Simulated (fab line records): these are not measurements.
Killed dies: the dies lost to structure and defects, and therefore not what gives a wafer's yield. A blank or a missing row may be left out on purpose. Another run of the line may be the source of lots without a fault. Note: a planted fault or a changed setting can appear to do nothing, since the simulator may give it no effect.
fab line records -- flow sky130
[record] lots = 12, wafers = 36, last-day = 50
route steps=708 shown CONTACT@430 METAL1@435 PAD_OPEN@708
lots that met no fault: from a run of the same line without faults
start-h: the number of hours between the record's first day and the start of the first shown wafer of the lot -- wait-h: hours elapsed since this lot's preceding step -- " same as the row above -- L1.1+2: a single row standing in for several wafers -- - no value, or no start was given -- * or withheld: withheld -- < > ~ a bound
route shown NAME@n: NAME is a module with steps in the file, n the number in the route of the first one -- usual: mean/standard deviation of fault-free wafers -- same: alike in all rows -- chamber/n: place in a boat -- sites: per-site readings -- _std_site: the values' standard deviation -- _edge_site: the outer-site mean with the inner-site mean subtracted -- radius-mm: for every site, how far away it sits from the centre of the wafer -- mask NAME#n: copy n -- behind: the last tool/chamber to shape the wafer -- hold: what put the lot on hold/how long, in hours/how the hold closed -- device: the n, p or np transistor that did not switch -- end of line: at the end of the route, the tests of the same wafers -- step lacking rows: just its recipe -- killed: the dies lost at the first sort to structure and to defects; this is not the yield of the wafer -- map: per-die view of a wafer (x killed, . not killed, _ where there is no die)
set.NAME: the run value of the setting; set.NAME@STEP: its run value at that earlier step -- model.NAME: the simulator's own value behind a step, which no gauge read
steps of the route over a sample of lots; a table a step, a row a wafer
services: when a tool's chamber went out of use (start-h, in hours from the record's first day, below 0 if earlier), for how many hours, and the reason
[[steps]]
[step SKY_CONTACT_CVD_24]
[recipe] material = W, target-thk-nm = 340, time-s = 102.12, temp-c = 400, pressure-torr = 40
[usual] chamber-pressure-Torr = 39.98/0.1, heater-power-w = 866/64, susceptor-temp-C = 400.01/0.23
lot.wafer,tool,chamber,start-h,wait-h,chamber-pressure-Torr,heater-power-w,susceptor-temp-C
L153.1,cvd-w-02,0,753.67,0.0,40.15,782,400.18
L153.2,cvd-w-02,1,753.67,0.0,39.90,942,399.87
L153.4,cvd-w-02,0,753.67,0.0,40.07,773,400.26
L152.1,cvd-w-02,0,756.62,0.0,39.92,776,399.83
L152.5,cvd-w-02,1,756.62,0.0,40.02,932,400.11
L152.6,cvd-w-02,0,756.62,0.0,39.96,791,399.94
L154.2,cvd-w-02,0,760.25,0.0,39.84,777,400.08
L154.4,cvd-w-02,1,760.25,0.0,40.04,950,399.73
L154.5,cvd-w-02,1,760.25,0.0,40.08,913,400.09
L156.1,cvd-w-01,0,776.80,0.0,40.04,818,399.75
L156.4,cvd-w-01,0,776.80,0.0,40.11,833,399.87
L156.6,cvd-w-01,1,776.80,0.0,39.98,895,400.48
L159.2,cvd-w-02,1,799.75,0.0,40.01,918,399.36
L159.5,cvd-w-02,0,799.75,0.0,39.99,783,399.89
L159.6,cvd-w-02,1,799.75,0.0,39.90,942,399.53
L160.2,cvd-w-02,0,812.62,0.0,39.86,758,400.10
L160.4,cvd-w-02,1,812.62,0.0,39.98,951,399.76
L160.6,cvd-w-02,1,812.62,0.0,39.97,953,399.57
L161.1,cvd-w-02,1,818.08,0.0,39.95,933,399.76
L161.3,cvd-w-02,1,818.08,0.0,39.91,952,399.80
L161.4,cvd-w-02,1,818.08,0.0,39.75,937,399.96
L162.3,cvd-w-02,1,831.26,0.1,40.06,913,399.91
L162.5,cvd-w-02,0,831.26,0.1,39.86,785,399.86
L162.6,cvd-w-02,1,831.26,0.1,40.04,939,400.46
L163.3,cvd-w-01,0,839.51,0.1,39.85,820,400.19
L163.4,cvd-w-01,1,839.51,0.1,40.09,898,400.15
L163.5,cvd-w-01,1,839.51,0.1,39.95,940,400.08
L172.1,cvd-w-02,0,892.20,0.0,39.89,790,399.99
L172.4,cvd-w-02,1,892.20,0.0,39.90,965,400.21
L172.6,cvd-w-02,1,892.20,0.0,39.93,941,400.09
L171.1,cvd-w-01,1,901.88,0.0,40.03,921,400.10
L171.3,cvd-w-01,0,901.88,0.0,40.05,830,400.27
L171.5,cvd-w-01,0,901.88,0.0,39.97,836,400.12
L174.2,cvd-w-01,0,911.68,0.0,40.05,821,400.04
L174.3,cvd-w-01,0,911.68,0.0,39.99,832,399.99
L174.4,cvd-w-01,1,911.68,0.0,40.01,922,399.67
[step SKY_METAL1_SPUTTER_01]
[recipe] material = TiN, target-thk-nm = 20, power-w = 6500, time-s = 16.7, chamber-pressure-pa = 0.4
[usual] cathode-dc-power-W = 6500.0/1.1, chamber-pressure-pa = 0.4001/0.00081, throttle-valve-pct = 29.9/0.87
lot.wafer,tool,chamber,start-h,wait-h,cathode-dc-power-W,chamber-pressure-pa,throttle-valve-pct
L153.1,pvd-sputter-03,-,754.28,0.0,6501.6,0.3994,29.7
L153.2,pvd-sputter-03,-,754.28,0.0,6500.5,0.4005,30.7
L153.4,pvd-sputter-03,-,754.28,0.0,6499.3,0.4009,29.2
L152.1,pvd-sputter-03,-,757.23,0.0,6499.8,0.4010,29.9
L152.5,pvd-sputter-03,-,757.23,0.0,6500.4,0.3992,29.7
L152.6,pvd-sputter-03,-,757.23,0.0,6501.4,0.3997,29.3
L154.2,pvd-sputter-03,-,760.86,0.0,6499.2,0.3993,29.4
L154.4,pvd-sputter-03,-,760.86,0.0,6500.6,0.3988,30.7
L154.5,pvd-sputter-03,-,760.86,0.0,6500.8,0.3994,29.4
L156.1,pvd-sputter-01,-,777.42,0.0,6498.7,0.4010,30.6
L156.4,pvd-sputter-01,-,777.42,0.0,6502.3,0.4001,28.4
L156.6,pvd-sputter-01,-,777.42,0.0,6500.8,0.3994,29.0
L159.2,pvd-sputter-03,-,800.36,0.0,6501.1,0.3989,29.9
L159.5,pvd-sputter-03,-,800.36,0.0,6499.7,0.3979,29.8
L159.6,pvd-sputter-03,-,800.36,0.0,6500.0,0.4008,29.5
L160.2,pvd-sputter-04,-,813.23,0.0,6500.3,0.3993,30.8
L160.4,pvd-sputter-04,-,813.23,0.0,6502.0,0.4012,31.4
L160.6,pvd-sputter-04,-,813.23,0.0,6500.7,0.4005,31.1
L161.1,pvd-sputter-01,-,818.80,0.0,-,-,-
L161.3,pvd-sputter-01,-,818.80,0.0,-,-,-
L161.4,pvd-sputter-01,-,818.80,0.0,-,-,-
L162.3,pvd-sputter-03,-,831.83,0.0,-,-,-
L162.5,pvd-sputter-03,-,831.83,0.0,-,-,-
L162.6,pvd-sputter-03,-,831.83,0.0,-,-,-
L163.3,pvd-sputter-01,-,840.09,0.0,6500.9,0.4003,28.9
L163.4,pvd-sputter-01,-,840.09,0.0,6499.3,0.4013,28.4
L163.5,pvd-sputter-01,-,840.09,0.0,6497.9,0.4007,28.6
L172.1,pvd-sputter-04,-,892.81,0.0,6499.3,0.4000,29.8
L172.4,pvd-sputter-04,-,892.81,0.0,6499.5,0.3989,31.4
L172.6,pvd-sputter-04,-,892.81,0.0,6499.1,0.3995,31.2
L171.1,pvd-sputter-01,-,902.49,0.0,6501.0,0.4009,30.8
L171.3,pvd-sputter-01,-,902.49,0.0,6499.8,0.4000,31.4
L171.5,pvd-sputter-01,-,902.49,0.0,6500.6,0.4002,31.5
L174.2,pvd-sputter-03,-,912.30,0.0,6500.2,0.4008,29.3
L174.3,pvd-sputter-03,-,912.30,0.0,6498.7,0.4002,29.6
L174.4,pvd-sputter-03,-,912.30,0.0,6498.2,0.3995,30.6
[step SKY_METAL1_SPUTTER_04]
[recipe] material = TiN, target-thk-nm = 70, power-w = 6500, time-s = 58.3, chamber-pressure-pa = 0.4
[usual] cathode-dc-power-W = 6499.9/1.1, chamber-pressure-pa = 0.4000/0.00082, throttle-valve-pct = 30.0/0.81
lot.wafer,tool,chamber,start-h,wait-h,cathode-dc-power-W,chamber-pressure-pa,throttle-valve-pct
L153.1,pvd-sputter-03,-,754.35,0.0,6499.0,0.3999,29.8
L153.2,pvd-sputter-03,-,754.35,0.0,6501.9,0.4012,30.8
L153.4,pvd-sputter-03,-,754.35,0.0,6497.7,0.4003,29.3
L152.1,pvd-sputter-03,-,757.30,0.0,6499.0,0.3987,29.8
L152.5,pvd-sputter-03,-,757.30,0.0,6500.8,0.4018,29.5
L152.6,pvd-sputter-03,-,757.30,0.0,6500.1,0.3996,29.4
L154.2,pvd-sputter-03,-,760.93,0.0,6498.4,0.3999,29.3
L154.4,pvd-sputter-03,-,760.93,0.0,6500.9,0.3990,30.4
L154.5,pvd-sputter-03,-,760.93,0.0,6500.2,0.3995,29.3
L156.1,pvd-sputter-01,-,777.48,0.0,6501.5,0.4009,30.7
L156.4,pvd-sputter-01,-,777.48,0.0,6499.6,0.3988,28.8
L156.6,pvd-sputter-01,-,777.48,0.0,6500.9,0.3998,29.1
L159.2,pvd-sputter-03,-,800.43,0.0,6498.6,0.4003,29.7
L159.5,pvd-sputter-03,-,800.43,0.0,6499.7,0.4009,29.8
L159.6,pvd-sputter-03,-,800.43,0.0,6500.7,0.3995,29.6
L160.2,pvd-sputter-04,-,813.30,0.0,6500.0,0.3987,30.8
L160.4,pvd-sputter-04,-,813.30,0.0,6501.5,0.4009,31.1
L160.6,pvd-sputter-04,-,813.30,0.0,6500.2,0.4003,31.3
L161.1,pvd-sputter-01,-,818.87,0.0,6501.2,0.3989,29.2
L161.3,pvd-sputter-01,-,818.87,0.0,6498.4,0.3994,28.7
L161.4,pvd-sputter-01,-,818.87,0.0,6497.9,0.4009,31.3
L162.3,pvd-sputter-03,-,831.90,0.0,6497.2,0.3999,30.2
L162.5,pvd-sputter-03,-,831.90,0.0,6498.5,0.4006,30.5
L162.6,pvd-sputter-03,-,831.90,0.0,6500.3,0.3994,29.9
L163.3,pvd-sputter-01,-,840.16,0.0,6500.3,0.3997,29.3
L163.4,pvd-sputter-01,-,840.16,0.0,6499.2,0.4005,28.9
L163.5,pvd-sputter-01,-,840.16,0.0,6500.5,0.4009,28.7
L172.1,pvd-sputter-04,-,892.88,0.0,6500.8,0.4003,29.8
L172.4,pvd-sputter-04,-,892.88,0.0,6500.6,0.3992,31.0
L172.6,pvd-sputter-04,-,892.88,0.0,6500.0,0.4001,31.4
L171.1,pvd-sputter-01,-,902.56,0.0,6499.5,0.4007,30.7
L171.3,pvd-sputter-01,-,902.56,0.0,6499.1,0.3995,31.3
L171.5,pvd-sputter-01,-,902.56,0.0,6498.9,0.4000,31.1
L174.2,pvd-sputter-03,-,912.37,0.0,6498.6,0.3988,29.5
L174.3,pvd-sputter-03,-,912.37,0.0,6501.9,0.3993,30.2
L174.4,pvd-sputter-03,-,912.37,0.0,6498.1,0.4005,30.4
[step SKY_METAL1_RS_MEAS_05]
[recipe] thk-meas-gauge = four-point-probe, reads = TiN_of_METAL1_SPUTTER_04+Ti_of_METAL1_SPUTTER_03+AlCu_of_METAL1_SPUTTER_02+TiN_of_METAL1_SPUTTER_01+Ti_of_METAL1_SPUTTER_00
[usual] METAL1_ALCU_RS = 0.1267/0.0015
lot.wafer,tool,chamber,start-h,wait-h,METAL1_ALCU_RS[ohm/sq]
L153.1,film-metro-04,-,754.40,0.0,0.1274
L153.2,film-metro-04,-,754.40,0.0,0.1275
L153.4,film-metro-04,-,754.40,0.0,0.1285
L152.1,film-metro-01,-,757.35,0.0,0.1279
L152.5,film-metro-01,-,757.35,0.0,0.1261
L152.6,film-metro-01,-,757.35,0.0,0.1266
L154.2,film-metro-02,-,761.00,0.0,0.1266
L154.4,film-metro-02,-,761.00,0.0,0.1256
L154.5,film-metro-02,-,761.00,0.0,0.1269
L156.1,film-metro-02,-,777.53,0.0,0.1251
L156.4,film-metro-02,-,777.53,0.0,0.1243
L156.6,film-metro-02,-,777.53,0.0,0.1260
L159.2,film-metro-04,-,800.50,0.0,0.1255
L159.5,film-metro-04,-,800.50,0.0,0.1265
L159.6,film-metro-04,-,800.50,0.0,0.1234
L160.2,film-metro-04,-,813.37,0.0,0.1265
L160.4,film-metro-04,-,813.37,0.0,0.1265
L160.6,film-metro-04,-,813.37,0.0,0.1258
L161.1,film-metro-01,-,818.92,0.0,0.1278
L161.3,film-metro-01,-,818.92,0.0,0.1271
L161.4,film-metro-01,-,818.92,0.0,0.1280
L162.3,film-metro-04,-,831.99,0.1,0.1264
L162.5,film-metro-04,-,831.99,0.1,0.1244
L162.6,film-metro-04,-,831.99,0.1,0.1265
L163.3,film-metro-04,-,840.25,0.1,0.1274
L163.4,film-metro-04,-,840.25,0.1,0.1269
L163.5,film-metro-04,-,840.25,0.1,0.1264
L172.1,film-metro-01,-,892.93,0.0,0.1298
L172.4,film-metro-01,-,892.93,0.0,0.1300
L172.6,film-metro-01,-,892.93,0.0,0.1288
L171.1,film-metro-01,-,902.61,0.0,0.1285
L171.3,film-metro-01,-,902.61,0.0,0.1295
L171.5,film-metro-01,-,902.61,0.0,0.1287
L174.2,film-metro-02,-,912.44,0.0,0.1252
L174.3,film-metro-02,-,912.44,0.0,0.1274
L174.4,film-metro-02,-,912.44,0.0,0.1261
[step SKY_PAD_OPEN_PROBE_99]
[usual] defect-limited-yield = 82.1/1.9, killed_at_M0_to_M3 = 44/7.3, killed_at_M4_up = 3.5/1.8, killed-at-contacts = 24/5.8, killed-at-front-end = 16/4.3, killed-at-other = 0.5/0.68, killed-dies = 88/9.4, killed-open = 48/6.8, killed-short = 40/6.1, sort_bin_3_pad_short = 0.9/0.39, sort_bin_5_function = 10.5/1.4, sort_bin_6_memory = 6.4/1.1, sort-n-pass = 404/9.4, sort-yield-pct = 82.1/1.9
[same] gross-dies = 492, killed-at-back-side = 0, sort_bin_4_leakage[%] = 0, sort_bin_8_speed[%] = 0
lot.wafer,tool,chamber,start-h,wait-h,defect-limited-yield[%],killed_at_M0_to_M3,killed_at_M4_up,killed-at-contacts,killed-at-front-end,killed-at-other,killed-dies,killed-open,killed-short,sort_bin_3_pad_short[%],sort_bin_5_function[%],sort_bin_6_memory[%],sort-n-pass,sort-yield-pct[%]
L153.1,prober-01,-,1087.03,0.1,83.9,37,5,27,9,1,79,43,36,0.6,9.8,5.7,413,83.9
L153.2,prober-01,-,1087.08,0.1,81.7,44,5,29,11,1,90,46,44,0.4,11.2,6.7,402,81.7
L153.4,prober-01,-,1087.18,0.2,82.3,40,0,34,13,0,87,40,47,2.0,8.7,6.9,405,82.3
L154.2,prober-01,-,1095.38,0.1,79.9,62,6,18,13,0,99,54,44,1.4,12.0,6.7,393,79.9
L154.4,prober-01,-,1095.48,0.2,85.8,30,3,18,19,0,70,39,30,0.6,8.3,5.3,422,85.8
L154.5,prober-01,-,1095.53,0.2,81.9,41,3,22,23,0,89,52,37,1.2,9.8,7.1,403,81.9
L156.1,prober-01,-,1105.62,0.1,85.6,38,4,12,16,1,71,43,27,0.6,7.7,6.1,421,85.6
L156.4,prober-01,-,1105.77,0.2,85.4,28,2,26,15,1,72,45,27,0.8,9.1,4.7,420,85.4
L156.6,prober-01,-,1105.87,0.2,82.7,45,3,26,11,0,85,43,42,0.8,10.0,6.5,407,82.7
L159.2,prober-02,-,1125.32,0.1,85.2,41,2,13,16,1,73,39,34,1.0,10.0,3.9,419,85.2
L159.5,prober-02,-,1125.47,0.2,82.1,35,4,28,21,0,88,51,37,0.8,10.2,6.9,404,82.1
L159.6,prober-02,-,1125.52,0.2,82.5,48,4,19,14,1,86,44,42,1.4,7.9,8.1,406,82.5
L160.2,prober-01,-,1133.92,0.1,79.3,58,5,24,15,0,102,57,45,1.0,11.2,8.5,390,79.3
L160.4,prober-01,-,1134.02,0.2,79.5,55,1,27,18,0,101,47,53,1.2,11.6,7.7,391,79.5
L160.6,prober-01,-,1134.12,0.2,83.5,43,3,18,17,0,81,43,38,1.2,10.8,4.5,411,83.5
L161.1,prober-02,-,1142.25,0.1,78.0,53,7,35,13,0,108,53,54,1.6,13.8,6.5,384,78.0
L161.3,prober-02,-,1142.35,0.2,85.0,39,6,21,6,2,74,33,41,0.8,9.8,4.5,418,85.0
L161.4,prober-02,-,1142.40,0.2,83.7,41,4,22,13,0,80,42,38,1.0,10.4,4.9,412,83.7
L162.3,prober-01,-,1146.56,0.2,81.3,50,8,16,18,0,92,56,35,1.2,12.0,5.5,400,81.3
L162.5,prober-01,-,1146.66,0.2,83.3,48,2,16,15,1,82,45,35,1.2,9.6,5.9,410,83.3
L162.6,prober-01,-,1146.71,0.2,80.5,57,2,18,17,2,96,50,44,0.6,11.2,7.7,396,80.5
L171.1,prober-01,-,1195.28,0.1,80.9,43,4,35,12,0,94,52,42,1.4,10.4,7.3,398,80.9
L171.3,prober-01,-,1195.38,0.2,83.7,40,3,18,19,0,80,49,31,0.6,8.9,6.7,412,83.7
L171.5,prober-01,-,1195.48,0.2,84.8,40,3,28,4,0,75,42,32,1.0,9.1,5.1,417,84.8
// killed by level:class
L153.1 CONTACT:geometric-particle:open=13 VIA1:geometric-particle:open=8 LI_CONTACT:geometric-particle:open=6 METAL1:geometric-particle:short=6 CONTACT:geometric-particle:short=5 METAL2:geometric-particle:short=5 VIA2:geometric-particle:open=4 POLY_GATE:geometric-particle:open=3
L153.2 CONTACT:geometric-particle:open=14 VIA1:geometric-particle:open=12 CONTACT:geometric-particle:short=7 METAL2:geometric-particle:short=7 FIELD_ISO:geometric-particle:short=5 VIA1:geometric-particle:short=5 POLY_GATE:geometric-particle:short=4 LI_CONTACT:geometric-particle:open=4
L153.4 CONTACT:geometric-particle:open=11 LI_CONTACT:geometric-particle:open=8 CONTACT:geometric-particle:short=7 METAL2:geometric-particle:short=6 VIA2:geometric-particle:short=6 LOCAL_INTERCONNECT:geometric-particle:short=5 VIA1:geometric-particle:short=5 VIA2:geometric-particle:open=5
L154.2 VIA1:geometric-particle:open=14 VIA3:geometric-particle:open=14 METAL1:geometric-particle:short=12 CONTACT:geometric-particle:open=8 VIA1:geometric-particle:short=6 POLY_GATE:geometric-particle:short=5 METAL2:geometric-particle:short=5 CONTACT:geometric-particle:short=4
L154.4 CONTACT:geometric-particle:open=7 FIELD_ISO:geometric-particle:open=6 VIA1:geometric-particle:open=6 CONTACT:geometric-particle:short=4 LI_CONTACT:geometric-particle:open=4 VIA3:geometric-particle:open=4 FIELD_ISO:geometric-particle:short=3 POLY_GATE:geometric-particle:open=3
L154.5 VIA3:geometric-particle:open=9 FIELD_ISO:geometric-particle:open=8 CONTACT:geometric-particle:open=8 LI_CONTACT:geometric-particle:open=7 VIA2:geometric-particle:open=7 VIA1:geometric-particle:open=5 METAL2:geometric-particle:short=5 POLY_GATE:geometric-particle:short=4
L156.1 VIA2:geometric-particle:open=9 VIA3:geometric-particle:open=7 CONTACT:geometric-particle:open=6 VIA1:geometric-particle:open=5 FIELD_ISO:geometric-particle:open=4 FIELD_ISO:geometric-particle:short=3 LI_CONTACT:geometric-particle:open=3 POLY_GATE:geometric-particle:open=3
L156.4 CONTACT:geometric-particle:open=12 LI_CONTACT:geometric-particle:open=7 VIA1:geometric-particle:open=7 FIELD_ISO:geometric-particle:open=5 VIA3:geometric-particle:open=5 VIA2:geometric-particle:open=4 SPACER:geometric-particle:short=3 LOCAL_INTERCONNECT:geometric-particle:short=3
L156.6 CONTACT:geometric-particle:open=8 VIA1:geometric-particle:open=8 LI_CONTACT:geometric-particle:open=7 VIA1:geometric-particle:short=7 METAL2:geometric-particle:short=7 METAL1:geometric-particle:short=6 POLY_GATE:geometric-particle:open=5 CONTACT:geometric-particle:short=5
L159.2 VIA1:geometric-particle:open=8 VIA3:geometric-particle:open=5 CONTACT:geometric-particle:open=5 VIA2:geometric-particle:open=5 FIELD_ISO:geometric-particle:open=4 POLY_GATE:geometric-particle:open=4 LOCAL_INTERCONNECT:geometric-particle:short=4 VIA1:geometric-particle:short=4
L159.5 CONTACT:geometric-particle:open=12 LI_CONTACT:geometric-particle:open=8 FIELD_ISO:geometric-particle:short=7 VIA1:geometric-particle:open=7 FIELD_ISO:geometric-particle:open=6 METAL1:geometric-particle:short=6 VIA2:geometric-particle:open=5 VIA3:geometric-particle:open=5
L159.6 VIA1:geometric-particle:open=13 METAL1:geometric-particle:short=8 LI_CONTACT:geometric-particle:open=6 METAL3:geometric-particle:short=5 VIA3:geometric-particle:open=5 FIELD_ISO:geometric-particle:short=4 VIA3:geometric-particle:short=4 CONTACT:geometric-particle:open=4
L160.2 VIA3:geometric-particle:open=12 VIA1:geometric-particle:open=10 LI_CONTACT:geometric-particle:open=9 CONTACT:geometric-particle:open=6 FIELD_ISO:geometric-particle:short=5 CONTACT:geometric-particle:short=5 VIA1:geometric-particle:short=5 VIA3:geometric-particle:short=5
L160.4 VIA1:geometric-particle:open=14 CONTACT:geometric-particle:open=9 METAL2:geometric-particle:short=9 CONTACT:geometric-particle:short=8 VIA3:geometric-particle:open=7 POLY_GATE:geometric-particle:short=7 VIA3:geometric-particle:short=7 METAL1:geometric-particle:short=6
L160.6 VIA3:geometric-particle:open=10 VIA1:geometric-particle:open=9 VIA2:geometric-particle:open=8 CONTACT:geometric-particle:open=7 CONTACT:geometric-particle:short=6 POLY_GATE:geometric-particle:short=5 METAL2:geometric-particle:short=5 FIELD_ISO:geometric-particle:open=4
L161.1 CONTACT:geometric-particle:open=13 VIA1:geometric-particle:open=12 METAL1:geometric-particle:short=10 LOCAL_INTERCONNECT:geometric-particle:short=8 FIELD_ISO:geometric-particle:short=5 LI_CONTACT:geometric-particle:open=5 CONTACT:geometric-particle:short=5 METAL1:geometric-particle:open=5
L161.3 CONTACT:geometric-particle:open=8 VIA1:geometric-particle:open=6 VIA2:geometric-particle:open=6 CONTACT:geometric-particle:short=5 METAL2:geometric-particle:short=5 VIA3:geometric-particle:open=4 VIA3:geometric-particle:short=4 METAL1:geometric-particle:short=4
L161.4 VIA1:geometric-particle:open=8 CONTACT:geometric-particle:open=7 VIA2:geometric-particle:open=7 LOCAL_INTERCONNECT:geometric-particle:short=6 METAL2:geometric-particle:short=6 LI_CONTACT:geometric-particle:open=5 POLY_GATE:geometric-particle:short=4 VIA1:geometric-particle:short=4
L162.3 VIA2:geometric-particle:open=10 VIA1:geometric-particle:open=9 CONTACT:geometric-particle:open=8 VIA3:geometric-particle:open=7 VIA1:geometric-particle:short=6 FIELD_ISO:geometric-particle:open=5 POLY_GATE:geometric-particle:short=4 METAL4:geometric-particle:short=4
L162.5 METAL1:geometric-particle:short=14 VIA3:geometric-particle:open=8 VIA2:geometric-particle:open=7 CONTACT:geometric-particle:open=6 FIELD_ISO:geometric-particle:open=5 VIA1:geometric-particle:short=5 CONTACT:geometric-particle:short=4 METAL1:geometric-particle:open=4
L162.6 VIA1:geometric-particle:open=15 METAL1:geometric-particle:short=8 CONTACT:geometric-particle:open=7 VIA2:geometric-particle:open=7 VIA1:geometric-particle:short=6 LI_CONTACT:geometric-particle:open=6 METAL2:geometric-particle:short=6 VIA3:geometric-particle:short=6
L171.1 VIA1:geometric-particle:open=13 LI_CONTACT:geometric-particle:open=12 CONTACT:geometric-particle:open=8 CONTACT:geometric-particle:short=7 METAL2:geometric-particle:short=7 FIELD_ISO:geometric-particle:open=6 LI_CONTACT:geometric-particle:short=5 METAL3:geometric-particle:short=5
L171.3 VIA1:geometric-particle:open=10 CONTACT:geometric-particle:open=7 FIELD_ISO:geometric-particle:open=6 METAL1:geometric-particle:short=6 FIELD_ISO:geometric-particle:short=5 LI_CONTACT:geometric-particle:open=5 VIA2:geometric-particle:open=5 METAL2:geometric-particle:open=4
L171.5 VIA1:geometric-particle:open=10 CONTACT:geometric-particle:open=10 LI_CONTACT:geometric-particle:open=8 METAL1:geometric-particle:short=7 LOCAL_INTERCONNECT:geometric-particle:short=6 METAL2:geometric-particle:short=5 VIA2:geometric-particle:open=5 VIA3:geometric-particle:open=4
[[services]]
tool,chamber,start-h,hours,kind
pvd-sputter-03,-,801.14,1.0,repair
cvd-w-02,0,817.14,6.5,repair
pvd-sputter-03,-,819.52,11.9,repair
pvd-sputter-04,-,835.29,12.5,repair
pvd-sputter-03,-,847.56,12.9,repair
cvd-w-02,-,872.50,6.9,pm
cvd-w-02,-,904.00,14.0,pm
cvd-w-02,0,904.00,14.0,vent-cycle
cvd-w-02,1,904.00,14.0,vent-cycle
[[key]]
[first-sign] step = SKY_METAL1_SPUTTER_01, reading = tool-record, direction = missing
effect none on later readings
met-at SKY_METAL1_SPUTTER_01
struck-lots L161,L162
not-acting-at SKY_CONTACT_CVD_24,SKY_METAL1_SPUTTER_04,SKY_METAL1_RS_MEAS_05
onset-between 800.36 818.80
[fault] kind = skipped-step-whole, tool = pvd-sputter-01,pvd-sputter-03, chamber = -, onset-h = 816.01, steps = SKY_METAL1_SPUTTER_01, scope = struck-lots-only
